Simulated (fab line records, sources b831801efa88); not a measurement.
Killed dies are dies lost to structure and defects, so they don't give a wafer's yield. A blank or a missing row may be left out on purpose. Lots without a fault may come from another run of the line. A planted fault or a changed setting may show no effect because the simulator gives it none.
fab line records | flow sky130
record lots=6 wafers=18 last_day=50
route steps=708 shown METAL2@489 PAD_OPEN@708
lots that met no fault: from a run of the same line without faults
start_h: hours from the record's first day to the start of the lot's first wafer shown | wait_h: hours since the lot's step before | " the same as in the row above | L1.1+2: a row that stands for several wafers | - no value, or no start given | * or withheld: withheld | < > ~ a bound
route shown NAME@n: a module of which the file shows steps, and the number in the route of the first | usual: mean/standard deviation of fault-free wafers | same: alike in all rows | chamber/n: place in a boat | sites: the reading at each site | _std_site: their standard deviation | _edge_site: outer sites' mean less inner sites' | radius_mm: how far each site lies from the wafer's centre | mask NAME#n: copy n | behind: the tool/chamber that last shaped the wafer | hold: why the lot was held/for how many hours/how that ended | device: the transistor (n, p or np) that didn't switch | end of line: the same wafers' tests at the end of the route | a step without rows: its recipe alone | killed: dies lost to structure and defects at the first sort, not the wafer's yield | map: a wafer's dies, x killed, . not, _ none there
set.NAME: the setting as run; set.NAME@STEP: as run at that earlier step | model.NAME: the simulator's own value behind a step, which no gauge read
lots at some steps of the route; a table a step, a row a wafer
services: from which hour (start_h, from the record's first day; less than 0 if before it) a tool's chamber was out of use, for how many hours, and why
## steps
# step SKY_METAL2_THK_MEAS_06
# recipe thk_meas_gauge=xrf reads=AlCu_of_METAL2_SPUTTER_02
# usual METAL2_ALCU_THK=252.1/2.9
# columns lot.wafer tool chamber start_h wait_h METAL2_ALCU_THK[nm]
L687.2 film_metro-03 - 802.80 0.1 251.8
L687.3 " - " " 251.1
L687.5 " - " " 250.9
L696.1 film_metro-03 - 872.38 0.1 256.8
L696.3 " - " " 254.6
L696.6 " - " " 256.6
L697.1 film_metro-01 - 883.92 0.1 247.4
L697.2 " - " " 248.9
L697.6 " - " " 246.4
L699.1 film_metro-03 - 894.04 0.1 249.4
L699.4 " - " " 252.1
L699.5 " - " " 250.4
L705.2 film_metro-01 - 938.08 0.1 255.9
L705.5 " - " " 256.9
L705.6 " - " " 256.8
L709.1 film_metro-03 - 966.72 0.1 252.9
L709.5 " - " " 253.4
L709.6 " - " " 249.7
# step SKY_METAL2_DEHYDRATE_07
# recipe temp_c=200 time_s=60
# step SKY_METAL2_HMDS_08
# recipe prime_time_s=60 prime_temp_c=120
# step SKY_METAL2_COAT_09
# recipe resist=BARC temp_c=withheld time_s=withheld spin_rpm=3000 resist_thk_nm=60
# step SKY_METAL2_COAT_10
# recipe resist=KrF-thick spin_rpm=3000 resist_thk_nm=450
# step SKY_METAL2_SOFTBAKE_11
# recipe temp_c=100 time_s=90 resist=KrF-thick
# step SKY_METAL2_EXPOSE_12
# recipe mask_id=MM2 na=0.8 source_shape=annular sigma_inner=0.55 sigma_outer=0.85 target_cd_nm=140 dose_mj=28
# step SKY_METAL2_PEB_13
# recipe peb_temp_c=withheld peb_time_s=withheld resist=KrF-thick
# step SKY_METAL2_DEVELOP_14
# recipe develop_time_s=61.34 resist=KrF-thick dev_temp_c=21
# step SKY_METAL2_CD_MEAS_15
# recipe target_cd_nm=140
# usual cd_nm=139.9/1.5
# columns lot.wafer tool chamber start_h wait_h cd_nm
L687.2 cd_sem-01 - 828.11 - 140.7
L687.3 " - " " 141.7
L687.5 " - " " 139.3
L696.1 cd_sem-01 - 897.78 - 140.2
L696.3 " - " " 140.4
L696.6 " - " " 139.3
L697.1 cd_sem-01 - 908.90 - 142.5
L697.2 " - " " 141.1
L697.6 " - " " 141.1
L699.1 cd_sem-01 - 918.92 - 138.4
L699.4 " - " " 137.4
L699.5 " - " " 138.2
L705.2 cd_sem-02 - 962.17 - 138.6
L705.5 " - " " 139.8
L705.6 " - " " 140.0
L709.1 cd_sem-02 - 989.75 - 140.6
L709.5 " - " " 139.9
L709.6 " - " " 139.8
# step SKY_METAL2_OVL_MEAS_16
# usual METAL2_OVL=-4/5.6
# columns lot.wafer tool chamber start_h wait_h METAL2_OVL[nm]
L687.2 overlay-02 - 828.22 0.1 -6
L687.3 " - " " -5
L687.5 " - " " -2
L696.1 overlay-02 - 897.90 0.1 -2
L696.3 " - " " 2
L696.6 " - " " -1
L697.1 overlay-02 - 909.02 0.1 -4
L697.2 " - " " -8
L697.6 " - " " -7
L699.1 overlay-02 - 919.04 0.1 -6
L699.4 " - " " 4
L699.5 " - " " 5
L705.2 overlay-02 - 962.27 0.1 -20
L705.5 " - " " -14
L705.6 " - " " -15
L709.1 overlay-02 - 989.87 0.1 0
L709.5 " - " " 0
L709.6 " - " " 0
# step SKY_METAL2_DESCUM_17
# recipe chemistry=O2 source_power_w=150 bias_power_w=0 pressure_mtorr=10 temp_c=40 time_s=8
# usual drypump_motor_current_A=5.5/0.3 oes_product_au=1.004/0.0086
# columns lot.wafer tool chamber start_h wait_h drypump_motor_current_A oes_product_au rf_hours_counter_h
L687.2 rie_metal-02 1 828.25 0.0 5.3 1.006 8
L687.3 " 1 " " 5.4 1.004 -
L687.5 " 0 " " 5.3 1.008 -
L696.1 rie_metal-01 1 897.94 0.0 5.1 1.008 10
L696.3 " 0 " " 5.4 1.008 -
L696.6 " 0 " " 5.4 1.002 -
L697.1 rie_metal-01 0 909.05 0.0 5.4 1.015 15
L697.2 " 1 " " 5.1 1.024 10
L697.6 " 0 " " 5.4 1.001 -
L699.1 rie_metal-01 1 919.08 0.0 5.1 1.015 11
L699.4 " 1 " " 5.1 1.013 -
L699.5 " 0 " " 5.4 1.009 -
L705.2 rie_metal-02 0 962.30 0.0 5.3 1.007 17
L705.5 " 1 " " 5.4 1.001 -
L705.6 " 0 " " 5.3 1.016 -
L709.1 rie_metal-04 0 989.90 0.0 5.7 0.987 12
L709.5 " 1 " " 6.0 0.993 -
L709.6 " 0 " " 5.7 0.998 -
# step SKY_METAL2_ETCH_18
# recipe chemistry=N2/H2 target=BARC ion_energy_ev=200 bias_w=100 pressure_mtorr=30 n2_flow_sccm=100 h2_flow_sccm=200 icp_w=500 stop_on=SiO2 time_s=45.9 target_depth_a=600
# usual drypump_motor_current_A=5.5/0.3 oes_product_au=0.855/0.0043 throttle_valve_pct=13.224/0.0083
# columns lot.wafer tool chamber start_h wait_h drypump_motor_current_A oes_product_au rf_hours_counter_h throttle_valve_pct model.KrF-thick_of_METAL2_COAT_10.thk_nm model.METAL2.cd_nm
L687.2 rie_metal-02 1 828.28 0.0 5.4 0.845 8 13.232 396.2 140.4
L687.3 " 1 " " 5.4 0.848 - 13.226 394.7 141.5
L687.5 " 0 " " 5.3 0.858 - 13.226 394.6 139.1
L696.1 rie_metal-01 1 897.97 0.0 5.1 0.846 10 13.226 390.2 140
L696.3 " 0 " " 5.4 0.857 - 13.226 392.8 139.5
L696.6 " 0 " " 5.4 0.848 - 13.208 392.3 138.4
L697.1 rie_metal-01 0 909.09 0.0 5.4 0.859 15 13.213 368.5 136.6
L697.2 " 1 " " 5.1 0.852 10 13.213 366.2 136.2
L697.6 " 0 " " 5.4 0.857 - 13.222 367.1 135.9
L699.1 rie_metal-01 1 919.11 0.0 5.1 0.860 11 13.238 365.7 132.7
L699.4 " 1 " " 5.1 0.849 - 13.224 365 131.2
L699.5 " 0 " " 5.4 0.858 - 13.235 365.3 132.7
L705.2 rie_metal-02 0 962.35 0.0 5.4 0.862 17 13.232 391.4 138.5
L705.5 " 1 " " 5.4 0.859 - 13.227 392.3 139.9
L705.6 " 0 " " 5.3 0.856 - 13.220 391.7 139.9
L709.1 rie_metal-04 0 989.94 0.0 5.7 0.852 12 13.206 390.9 140.1
L709.5 " 1 " " 6.1 0.855 - 13.221 391.7 140.7
L709.6 " 0 " " 5.7 0.861 - 13.231 391.9 139.7
# step SKY_METAL2_METAL_ETCH_19
# recipe target_depth_a=3600 stop_on=SiO2 over_etch_frac=0.3 time_s=78 chemistry=Cl2/BCl3 resist_sidewall_deg=88 pressure_mtorr=10 icp_w=900 bias_w=48.5 Cl2_flow_sccm=60 bcl3_flow_sccm=30
# usual drypump_motor_current_A=5.5/0.3 oes_product_au=0.855/0.0057 throttle_valve_pct=22.265/0.0093
# columns lot.wafer tool chamber start_h wait_h drypump_motor_current_A oes_product_au rf_hours_counter_h throttle_valve_pct model.KrF-thick_of_METAL2_COAT_10.thk_nm model.METAL2.cd_nm
L687.2 rie_metal-02 1 828.34 0.0 5.3 0.850 8 22.250 160.4 140.9
L687.3 " 1 " " 5.4 0.849 - 22.271 161.7 141
L687.5 " 0 " " 5.4 0.852 - 22.285 160.3 138.2
L696.1 rie_metal-01 1 898.03 0.0 5.1 0.866 10 22.279 153.6 137.8
L696.3 " 0 " " 5.4 0.864 - 22.256 159.5 138
L696.6 " 0 " " 5.4 0.864 - 22.267 159.5 138
L697.1 rie_metal-01 0 909.15 0.0 5.4 0.852 15 22.264 131.7 137.1
L697.2 " 1 " " 5.1 0.845 11 22.255 128.2 135.8
L697.6 " 0 " " 5.4 0.854 - 22.256 129.3 135.8
L699.1 rie_metal-01 1 919.17 0.0 5.1 0.846 11 22.266 127.8 132.1
L699.4 " 1 " " 5.1 0.854 - 22.256 127 130.2
L699.5 " 0 " " 5.4 0.846 - 22.276 130.6 131.2
L705.2 rie_metal-02 0 962.43 0.1 5.4 0.857 17 22.281 154.9 138.7
L705.5 " 1 " " 5.4 0.846 - 22.270 158.9 141.1
L705.6 " 0 " " 5.3 0.857 - 22.268 155.1 141
L709.1 rie_metal-04 0 990.00 0.0 5.7 0.861 12 22.262 158.3 141.2
L709.5 " 1 " " 6.1 0.851 - 22.280 160.6 139.4
L709.6 " 0 " " 5.7 0.855 - 22.261 156.7 137.8
# step SKY_METAL2_STRIP_20
# recipe chemistry=O2/N2 power_w=1400 pressure_mtorr=1500 platen_temp_c=withheld o2_flow_sccm=3000 n2_flow_sccm=300 overash_fraction=0.5
# usual drypump_motor_current_A=5.8/0.64 oes_product_au=0.342/0.0047 strip_time_to_endpoint_s=2.68/0.033
# columns lot.wafer tool chamber start_h wait_h drypump_motor_current_A oes_product_au rf_hours_counter_h strip_time_to_endpoint_s
L687.2 plasma_asher-03 1 828.43 0.1 5.9 0.346 8 2.73
L687.3 " 1 " " 5.9 0.337 - 2.73
L687.5 " 1 " " 5.9 0.343 - 2.69
L696.1 plasma_asher-04 1 898.12 0.1 5.3 0.339 73 2.64
L696.3 " 1 " " 5.3 0.338 - 2.70
L696.6 " 0 " " 6.6 0.349 - 2.70
L697.1 plasma_asher-04 1 909.24 0.1 5.3 0.327 74 2.42
L697.2 " 0 " " 6.6 0.332 74 2.34
L697.6 " 1 " " 5.3 0.330 - 2.37
L699.1 plasma_asher-03 1 919.26 0.1 5.9 0.330 17 2.35
L699.4 " 0 " " 6.0 0.326 - 2.34
L699.5 " 1 " " 5.9 0.334 - 2.38
L705.2 plasma_asher-01 1 962.55 0.1 6.1 0.342 116 2.66
L705.5 " 0 " " 4.9 0.339 - 2.70
L705.6 " 1 " " 6.1 0.339 - 2.66
L709.1 plasma_asher-04 1 990.09 0.1 5.3 0.330 84 2.69
L709.5 " 0 " " 6.6 0.346 - 2.72
L709.6 " 1 " " 5.3 0.345 - 2.68
# step SKY_METAL2_STRIP_21
# recipe chemistry=post_etch_residue_remover time_s=1200 temp_c=72.5
# step SKY_PAD_OPEN_PROBE_99
# usual defect_limited_yield=82.1/1.8 killed_at_M0_to_M3=44/6.2 killed_at_M4_up=3.3/1.7 killed_at_contacts=24/4.9 killed_at_front_end=16/5 killed_at_other=0.3/0.48 killed_dies=88/9 killed_open=48/7 killed_short=39/6.1 sort_bin_3_pad_short=0.9/0.46 sort_bin_5_function=10.6/1.4 sort_bin_6_memory=6.4/1.1 sort_n_pass=404/9 sort_yield_pct=82.1/1.8
# same gross_dies=492 killed_at_back_side=0 sort_bin_4_leakage[%]=0 sort_bin_8_speed[%]=0
# columns lot.wafer tool chamber start_h wait_h defect_limited_yield[%] killed_at_M0_to_M3 killed_at_M4_up killed_at_contacts killed_at_front_end killed_at_other killed_dies killed_open killed_short sort_bin_3_pad_short[%] sort_bin_5_function[%] sort_bin_6_memory[%] sort_n_pass sort_yield_pct[%] model.etest.met2.width_nm model.etest.met2.line_ohm_um
L687.3 prober-02 - 1085.84 0.2 80.3 43 3 24 27 0 97 48 45 0.8 11.0 7.9 395 80.3 141.8 0.9123
L696.6 prober-01 - 1133.94 0.2 80.5 51 3 29 13 0 96 55 41 1.0 10.4 8.1 396 80.5 138.9 0.9038
L697.1 prober-02 - 1142.89 0.1 82.3 38 4 22 23 0 87 42 45 1.4 10.4 5.9 405 82.3 139.3 0.9307
L697.2 prober-02 - 1142.94 0.1 79.3 50 3 27 21 1 102 61 40 1.4 11.4 7.9 390 79.3 135 0.969
L697.6 prober-02 - 1143.14 0.2 81.5 48 4 25 14 0 91 56 35 0.6 11.8 6.1 401 81.5 133.4 0.9787
L699.1 prober-02 - 1150.44 0.1 83.9 40 2 21 16 0 79 44 34 0.4 8.3 7.3 413 83.9 136.2 0.9592
L699.4 prober-02 - 1150.59 0.2 81.3 41 4 23 23 1 92 42 50 0.8 11.0 6.9 400 81.3 125.7 1.035
L699.5 prober-02 - 1150.64 0.2 81.5 47 7 24 13 0 91 56 34 0.6 9.8 8.1 401 81.5 127.3 1.026
L705.2 prober-02 - 1188.37 0.1 83.5 41 4 22 14 0 81 38 43 1.2 10.0 5.3 411 83.5 142.2 0.8955
L705.6 prober-02 - 1188.57 0.2 85.6 29 4 28 10 0 71 39 31 1.0 8.1 5.3 421 85.6 141 0.9031
L709.6 prober-02 - 1204.21 0.2 82.3 49 1 27 10 0 87 53 33 0.6 10.2 6.9 405 82.3 138.1 0.9334
# killed by level:class
L687.3 VIA1:geometric_particle:open=12 CONTACT:geometric_particle:open=8 LI_CONTACT:geometric_particle:open=7 FIELD_ISO:geometric_particle:short=6 METAL1:geometric_particle:short=6 POLY_GATE:geometric_particle:short=6 VIA3:geometric_particle:open=6 FIELD_ISO:geometric_particle:open=5
L696.6 VIA1:geometric_particle:open=14 CONTACT:geometric_particle:open=11 VIA2:geometric_particle:short=6 METAL2:geometric_particle:short=6 VIA2:geometric_particle:open=6 VIA3:geometric_particle:open=6 FIELD_ISO:geometric_particle:open=5 LOCAL_INTERCONNECT:geometric_particle:short=5
L697.1 VIA1:geometric_particle:open=9 FIELD_ISO:geometric_particle:short=7 LI_CONTACT:geometric_particle:open=7 CONTACT:geometric_particle:open=7 VIA1:geometric_particle:short=6 POLY_GATE:geometric_particle:open=5 CONTACT:geometric_particle:short=5 METAL2:geometric_particle:short=5
L697.2 VIA2:geometric_particle:open=12 VIA1:geometric_particle:open=11 CONTACT:geometric_particle:open=8 POLY_GATE:geometric_particle:open=7 LI_CONTACT:geometric_particle:open=6 VIA2:geometric_particle:short=6 FIELD_ISO:geometric_particle:short=5 METAL1:geometric_particle:short=5
L697.6 VIA1:geometric_particle:open=15 CONTACT:geometric_particle:open=10 VIA3:geometric_particle:open=8 LI_CONTACT:geometric_particle:open=6 VIA3:geometric_particle:short=6 POLY_GATE:geometric_particle:short=5 CONTACT:geometric_particle:short=5 POLY_GATE:geometric_particle:open=4
L699.1 CONTACT:geometric_particle:open=11 VIA1:geometric_particle:open=9 VIA1:geometric_particle:short=8 METAL2:geometric_particle:short=7 LI_CONTACT:geometric_particle:open=5 POLY_GATE:geometric_particle:short=4 VIA3:geometric_particle:open=4 SPACER:geometric_particle:open=3
L699.4 CONTACT:geometric_particle:open=9 LOCAL_INTERCONNECT:geometric_particle:short=7 METAL2:geometric_particle:short=7 METAL1:geometric_particle:short=6 POLY_CUT:geometric_particle:open=5 VIA2:geometric_particle:short=5 VIA1:geometric_particle:short=5 VIA1:geometric_particle:open=5
L699.5 VIA1:geometric_particle:open=16 CONTACT:geometric_particle:open=12 METAL4:geometric_particle:short=6 POLY_GATE:geometric_particle:open=5 METAL2:geometric_particle:short=5 VIA2:geometric_particle:open=5 VIA3:geometric_particle:open=5 LI_CONTACT:geometric_particle:open=4
L705.2 CONTACT:geometric_particle:open=8 VIA3:geometric_particle:open=8 METAL1:geometric_particle:short=6 CONTACT:geometric_particle:short=5 VIA1:geometric_particle:short=5 VIA2:geometric_particle:short=5 VIA2:geometric_particle:open=5 LI_CONTACT:geometric_particle:open=4
L705.6 CONTACT:geometric_particle:open=12 CONTACT:geometric_particle:short=6 METAL1:geometric_particle:short=6 VIA3:geometric_particle:open=6 LI_CONTACT:geometric_particle:open=5 VIA1:geometric_particle:open=5 FIELD_ISO:geometric_particle:short=3 LI_CONTACT:geometric_particle:short=3
L709.6 VIA1:geometric_particle:open=12 CONTACT:geometric_particle:open=11 VIA3:geometric_particle:open=10 LI_CONTACT:geometric_particle:open=8 METAL1:geometric_particle:short=8 VIA1:geometric_particle:short=6 VIA2:geometric_particle:open=5 LI_CONTACT:geometric_particle:short=4
## services
# columns tool chamber start_h hours kind
plasma_asher-03 - 863.12 4.8 repair
plasma_asher-01 - 864.83 2.8 pm
plasma_asher-01 - 905.74 4.1 repair
rie_metal-02 - 911.49 0.7 repair
plasma_asher-01 - 913.01 3.3 repair
rie_metal-04 1 927.99 - clean
rie_metal-04 1 927.99 14.9 scheduled_down
rie_metal-04 1 927.99 14.9 vent_cycle
plasma_asher-03 - 929.57 1.3 repair
plasma_asher-03 - 943.15 31.8 pm
plasma_asher-01 - 969.09 14.6 pm
rie_metal-01 - 972.93 1.4 pm
rie_metal-02 - 980.57 0.7 repair
## key
first_sign step=SKY_METAL2_STRIP_20 reading=strip_time_to_endpoint_s direction=down sigmas=9.5 usual=* struck=*
effect step=SKY_METAL2_STRIP_20 reading=oes_product_au direction=down sigmas=2.7 usual=0.342 struck=0.330
model_effect step=SKY_METAL2_ETCH_18 value=KrF-thick_of_METAL2_COAT_10.thk_nm without=393.3 struck=366.3
model_effect step=SKY_METAL2_METAL_ETCH_19 value=KrF-thick_of_METAL2_COAT_10.thk_nm without=156.1 struck=129.1
model_effect step=SKY_PAD_OPEN_PROBE_99 value=etest.met2.width_nm without=138.1 struck=132.8
met_at SKY_METAL2_ETCH_18
struck_wafers L697.1,L697.2,L697.6,L699.1,L699.4,L699.5
onset_between 897.97 909.09
also_fits SKY_METAL2_DESCUM_17:rie_metal-01,SKY_METAL2_METAL_ETCH_19:rie_metal-01
fault kind=process_parameter_drift tool=rie_metal-01 chamber=- onset_h=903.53 steps=SKY_METAL2_ETCH_18 channel=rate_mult offset=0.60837 shape=step end_h=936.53
